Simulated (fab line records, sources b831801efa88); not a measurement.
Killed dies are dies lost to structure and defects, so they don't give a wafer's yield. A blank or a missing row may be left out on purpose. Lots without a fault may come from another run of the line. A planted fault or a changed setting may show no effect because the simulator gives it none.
Which tool did it? | flow gf180mcu | 13 lots, 39 wafers sampled, at 6 steps of a route of 602

WHAT THE GAUGES READ, wafer by wafer
GF_STI_BOW_MEAS_00.
lot  | measured    | on            | INCOMING_BOW (um)
L458 | day 1 10:00 | film_metro-02 | 8 -3 -3
L461 | day 2 01:00 | film_metro-02 | 4 9 -8
L462 | day 2 06:01 | film_metro-02 | -7 5 -2
L463 | day 2 11:02 | film_metro-03 | -11 -13 1
L464 | day 2 16:01 | film_metro-02 | 4 -5 -9
L465 | day 2 21:00 | film_metro-02 | 2 -9 4
L466 | day 3 02:01 | film_metro-03 | 5 12 12
L467 | day 3 07:02 | film_metro-02 | -1 8 8
L471 | day 4 03:00 | film_metro-03 | 7 -3 -5
L474 | day 4 18:01 | film_metro-04 | -3 -4 -4
L476 | day 5 04:00 | film_metro-04 | -1 2 -7
L478 | day 5 14:01 | film_metro-02 | 7 13 4
L481 | day 6 05:04 | film_metro-03 | 13 2 -3

GF_STI_CD_MEAS_12: target cd 220 nm.
lot  | measured    | on        | cd_nm (nm)
L458 | day 2 01:26 | cd_sem-01 | 219.3 219.5 219.7
L461 | day 2 16:22 | cd_sem-01 | 220.7 220.3 219.5
L462 | day 3 00:51 | cd_sem-01 | 220.3 218.9 220.1
L463 | day 3 02:40 | cd_sem-02 | 218.7 218.5 217.6
L464 | day 3 09:07 | cd_sem-01 | 219.7 220.7 219.1
L465 | day 3 13:26 | cd_sem-01 | 219.5 218.7 219.8
L466 | day 3 19:41 | cd_sem-01 | 220.3 220.7 218.8
L467 | day 3 23:28 | cd_sem-01 | 220.8 220.6 221.6
L471 | day 4 22:07 | cd_sem-01 | 219.5 218.7 220.5
L474 | day 5 11:50 | cd_sem-01 | 219.1 219.2 218.5
L476 | day 5 21:41 | cd_sem-02 | 218.6 219.6 219.6
L478 | day 6 10:06 | cd_sem-01 | 220.1 221.7 220.5
L481 | day 6 23:59 | cd_sem-01 | 218.6 218.3 219.5

GF_NWELL_OVL_MEAS_07.
lot  | measured    | on         | NWELL_OVL (nm)
L458 | day 3 08:10 | overlay-02 | 0.7 2.3 1.4
L461 | day 3 23:34 | overlay-01 | 1.8 1.4 2.4
L462 | day 4 08:20 | overlay-02 | -0.2 0.2 -0.3
L463 | day 4 10:29 | overlay-02 | 1.2 0.7 0.0
L464 | day 4 16:20 | overlay-01 | 0.5 1.5 -0.7
L465 | day 4 21:07 | overlay-02 | 0.3 -0.2 -0.8
L466 | day 5 04:16 | overlay-02 | -2.0 -0.4 -0.8
L467 | day 5 06:59 | overlay-01 | 0.2 0.7 0.0
L471 | day 6 07:10 | overlay-01 | 1.9 2.8 3.2
L474 | day 7 00:01 | overlay-01 | 1.5 1.4 2.0
L476 | day 7 10:05 | overlay-02 | 0.2 -0.3 -0.9
L478 | day 7 22:05 | overlay-02 | -0.9 -0.3 0.6
L481 | day 8 12:22 | overlay-01 | -0.9 0.8 1.9

GF_NWELL_TW_MEAS_11.
lot  | measured    | on            | NWELL_TW
L458 | day 3 08:39 | film_metro-03 | 1573 1582 1580
L461 | day 3 23:59 | film_metro-02 | 1567 1574 1569
L462 | day 4 08:47 | film_metro-02 | 1572 1558 1557
L463 | day 4 10:56 | film_metro-02 | 1563 1561 1564
L464 | day 4 16:46 | film_metro-03 | 1571 1566 1565
L465 | day 4 21:34 | film_metro-03 | 1563 1576 1560
L466 | day 5 04:42 | film_metro-01 | 1751 1749 1743
L467 | day 5 07:26 | film_metro-03 | 1578 1564 1567
L471 | day 6 07:37 | film_metro-01 | 1762 1757 1750
L474 | day 7 00:27 | film_metro-01 | 1576 1575 1578
L476 | day 7 10:31 | film_metro-02 | 1569 1569 1558
L478 | day 7 22:32 | film_metro-01 | 1566 1564 1562
L481 | day 8 12:49 | film_metro-01 | 1577 1584 1584

GF_VT_IMPLANT_RS_MEAS_47: measures by four-point-probe.
lot  | measured     | on            | NWELL_RS (ohm/sq)
L458 | day 7 14:30  | film_metro-01 | 488.0 487.2 488.5
L461 | day 8 07:29  | film_metro-01 | 486.0 487.4 485.7
L462 | day 8 20:11  | film_metro-01 | 488.6 488.5 488.6
L463 | day 8 22:08  | film_metro-02 | 487.6 486.1 488.7
L464 | day 9 05:11  | film_metro-02 | 490.1 490.4 489.3
L465 | day 9 11:19  | film_metro-03 | 489.8 488.9 488.7
L466 | day 9 19:52  | film_metro-01 | 648.2 646.9 647.5
L467 | day 10 01:20 | film_metro-02 | 486.4 486.9 486.4
L471 | day 11 04:38 | film_metro-02 | 647.5 647.4 647.2
L474 | day 12 01:16 | film_metro-01 | 486.2 487.5 486.6
L476 | day 12 13:49 | film_metro-03 | 490.3 489.6 489.6
L478 | day 13 07:26 | film_metro-03 | 489.9 490.0 490.7
L481 | day 13 21:51 | film_metro-01 | 487.8 487.2 486.4

WHICH TOOL RAN EACH LOT (tool, then ch and the chambers of the sampled wafers, then the start)
lot  | GF_NWELL_IMPLANT_08
L458 | implanter-03 ch 0, day 3 08:13
L461 | implanter-01 ch 0, day 3 23:35
L462 | implanter-01 ch 0, day 4 08:23
L463 | implanter-04 ch 0, day 4 10:34
L464 | implanter-01 ch 0, day 4 16:23
L465 | implanter-04 ch 0, day 4 21:10
L466 | implanter-04 ch 0, day 5 04:19
L467 | implanter-01 ch 0, day 5 07:04
L471 | implanter-04 ch 0, day 6 07:13
L474 | implanter-01 ch 0, day 7 00:04
L476 | implanter-01 ch 0, day 7 10:07
L478 | implanter-03 ch 0, day 7 22:08
L481 | implanter-04 ch 0, day 8 12:28
- GF_NWELL_IMPLANT_08

WHAT THE TOOLS THEMSELVES READ (means of the sampled wafers that have a number; where no wafer has one, the mark that the record gives instead)
GF_NWELL_IMPLANT_08.
lot  | tool         | beam_on_s (s) | end_station_pressure_torr (Torr) | faraday_current_uA | tilt_deg (degrees)
L458 | implanter-03 | 9.85          | 5.23e-06                         | 85.7               | 0.000
L461 | implanter-01 | 10.09         | 4.89e-06                         | 83.8               | -0.017
L462 | implanter-01 | 9.73          | 5.12e-06                         | 86.8               | 0.029
L463 | implanter-04 | 9.98          | 5.02e-06                         | 84.7               | 0.006
L464 | implanter-01 | 10.17         | 5.11e-06                         | 83.2               | -0.005
L465 | implanter-04 | 10.08         | 5.23e-06                         | 83.9               | 0.018
L466 | implanter-04 | 9.96          | 5.03e-06                         | 85.0               | 4.935
L467 | implanter-01 | 9.94          | 5.25e-06                         | 85.1               | 0.005
L471 | implanter-04 | 10.20         | 5.10e-06                         | 82.7               | 4.910
L474 | implanter-01 | 10.10         | 5.25e-06                         | 83.7               | -0.025
L476 | implanter-01 | 9.91          | 4.90e-06                         | 85.3               | 0.004
L478 | implanter-03 | 9.81          | 5.18e-06                         | 86.3               | 0.020
L481 | implanter-04 | 9.89          | 4.93e-06                         | 85.5               | 0.006

THE ANSWER, worked out from the rows above alone
Rule: what is usual is taken from the lots themselves. Put in order of their means at a reading, lots are off if they are a third of the lots or fewer, leave a main group of 4 or more, and stand apart from it by a gap of 3 or more times the standard deviation of the main group's means; of several such gaps the widest counts. A main group whose means are all the same, to the digits that the tables above print for the reading, isn't used. A lot without any number at a reading at which 4 lots or more have one is off too. The other lots that the step has rows for count as sound. The gauges are gone through in route order, then the tools' own readings, and for those a lot's mean is taken as printed above. The first step at which some lot is off is used, and at that step the reading that is off furthest; a lot without a number counts as furthest.
Off: L466, L471, at GF_NWELL_TW_MEAS_11 (NWELL_TW). The main group: mean 1569, standard deviation 6.3.
A tool fits if, at a process step before that reading, it ran every lot that is off, and no sound lot after the first of them. The gauges at GF_NWELL_TW_MEAS_11 aren't tried: what is off there is off at GF_NWELL_IMPLANT_08 too, on other tools, and a gauge's error can't cause that. None of those tried fits.

WHAT THE SIMULATOR HAD PUT IN
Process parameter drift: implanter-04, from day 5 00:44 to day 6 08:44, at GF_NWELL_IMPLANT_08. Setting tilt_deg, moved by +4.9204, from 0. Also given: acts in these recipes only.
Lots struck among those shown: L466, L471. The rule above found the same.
